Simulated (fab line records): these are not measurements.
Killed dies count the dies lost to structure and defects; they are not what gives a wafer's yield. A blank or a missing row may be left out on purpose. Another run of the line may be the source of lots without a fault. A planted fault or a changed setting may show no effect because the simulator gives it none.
A single fault, viewed from 2 desks -- flow gf180mcu -- what lay behind the numbers comes last; until then each desk has only its own

## FROM THE METROLOGY DESK
What the gauges read, lot by lot, whatever tool the lot ran on: means of the sampled wafers that have a number. The brackets show how far a lot's mean lies from the usual mean; more than 4 standard deviations puts the lot out of limits, marked OUT.
Columns: A = V1_CVD_00_THK at GF_V1_THK_MEAS_01, usual 601 nm
lot,first seen here,A
L773,day 17 05:32,604
L774,day 17 09:30,602
L775,day 17 18:34,602
L777,day 18 11:24,607
L778,day 18 20:19,601
L779,day 19 10:13,606
L780,day 19 19:35,596
L781,day 20 03:28,592
L783,day 21 10:32,599
L787,day 22 07:47,650 (+8.4) OUT
L788,day 22 21:47,646 (+7.8) OUT
L792,day 23 23:01,600
This desk's finding: out of limits on L787, L788; first on L787, day 22 07:47 (V1_CVD_00_THK at GF_V1_THK_MEAS_01). Within limits: L773, L774, L775, L777, L778, L779, L780, L781, L783, L792.

## THE TOOL OWNER'S DESK: hdpcvd-01
The tool's own readings at GF_V1_CVD_00 (deposits SiO2, target thk 600 nm, time 100 s): means of the sampled wafers that have a number, for each lot that ran on this tool. The brackets show how far a lot's mean lies from the usual mean; more than 4 standard deviations puts the lot out of limits, marked OUT.
Columns: A = sih4 flow sccm at GF_V1_CVD_00, usual 60.00 sccm
lot,first seen here,A
L773,day 17 05:28,60.08
L777,day 18 11:20,60.04
L778,day 18 20:15,59.87
L783,day 21 10:27,60.05
L787,day 22 07:43,64.03 (+22) OUT
L788,day 22 21:43,64.01 (+22) OUT
This desk's finding: out of limits on L787, L788; first on L787, day 22 07:43 (sih4 flow sccm at GF_V1_CVD_00). Within limits: L773, L777, L778, L783.

## TAKEN TOGETHER
The tool owner's desk had the chance to raise an alarm at day 22 07:43 on L787, L788.
An alarm was possible from the metrology desk at day 22 07:47, on L787, L788.
GF_V1_CVD_00 was run on hdpcvd-01 by each of the lots named.

## WHAT THE SIMULATOR HAD PUT IN
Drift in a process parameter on hdpcvd-01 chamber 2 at GF_V1_CVD_00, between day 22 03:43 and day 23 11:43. From 60, the setting sih4 flow sccm moved by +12. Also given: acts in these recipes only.
Struck lots among those shown: L787, L788.
Counting hours from when the fault started, the first reading out of limits came at 4 for the tool owner's desk and at 4 for the metrology desk.
